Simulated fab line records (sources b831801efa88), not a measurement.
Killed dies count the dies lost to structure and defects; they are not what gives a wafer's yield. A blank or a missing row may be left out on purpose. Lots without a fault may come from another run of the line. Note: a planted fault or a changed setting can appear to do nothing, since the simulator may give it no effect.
A struck lot beside a sound one :: flow gf180mcu :: 12 steps out of a route of 602
Sound: wafers L225.2, L225.3, L225.6. The struck wafers were L237.1, L237.2, L237.3. The cause comes at the end.
Order at every step that has rows: each side's tool, ch and its chambers, its first start. Under that, the readings that differ: sound wafers :: struck wafers :: difference of the means :: sigmas: that difference in standard deviations of wafers without a fault.
alike: a reading whose means differ by less than 2 such deviations, as well as words and numbers matching on both sides. not compared: withheld readings; readings where some wafer has no value; bounds like >300 that might hide an equal value; numbers whose values overlap and for which the record gives no deviation.
A row with sigmas, a row that says differs or no value, or rows on one side alone: a step with any of these is where the two part. Numbers that don't overlap but have no deviation are shown without sigmas and don't part them. A reading missing from all wafers of one side parts the sides only when that side holds two or more wafers.

GF_STI_BOW_MEAS_00:
  sound on film-metro-02, day 1 10:01; struck on film-metro-02, day 3 22:00
  alike: INCOMING_BOW
then, 1 step without rows for these wafers: GF_STI_OXIDATION_01 (stabilise 600 s, purge 300 s, target thk 10 nm).
GF_STI_THK_MEAS_02:
  sound on film-metro-01, day 1 11:56; struck on film-metro-01, day 3 23:31
  alike: STI_OXIDATION_THK
then, 1 step without rows for these wafers: GF_STI_CVD_03 (deposits Si3N4 from DCS/NH3, target thk 207.16 nm, time 3551 s).
GF_STI_THK_MEAS_04:
  sound on film-metro-01, day 1 13:59; struck on film-metro-02, day 4 01:34
  alike: STI_CVD_03_THK
then, 5 steps without rows for these wafers: GF_STI_DEHYDRATE_05 (time 60 s); GF_STI_HMDS_06 (prime time 60 s); GF_STI_COAT_07 (resist thk 700 nm); GF_STI_SOFTBAKE_08 (time 60 s); GF_STI_EXPOSE_09 (exposes mask COMP, target cd 220 nm).
GF_STI_PEB_10: peb time 90 s.
  sound on litho-track-02 ch 0, day 2 00:47; struck on litho-track-03, day 4 14:13
  no value came back on the struck wafers for chill-plate-temp-C (C), exhaust-pa (Pa); on the sound wafers chill-plate-temp-C (C) reads 22.90 22.98 22.79
then, 1 step without rows for these wafers: GF_STI_DEVELOP_11 (develop time 60 s).

WHERE THEY PART
At GF_STI_PEB_10 and nowhere else, as far as this record goes.

WHY: the cause the simulator had injected
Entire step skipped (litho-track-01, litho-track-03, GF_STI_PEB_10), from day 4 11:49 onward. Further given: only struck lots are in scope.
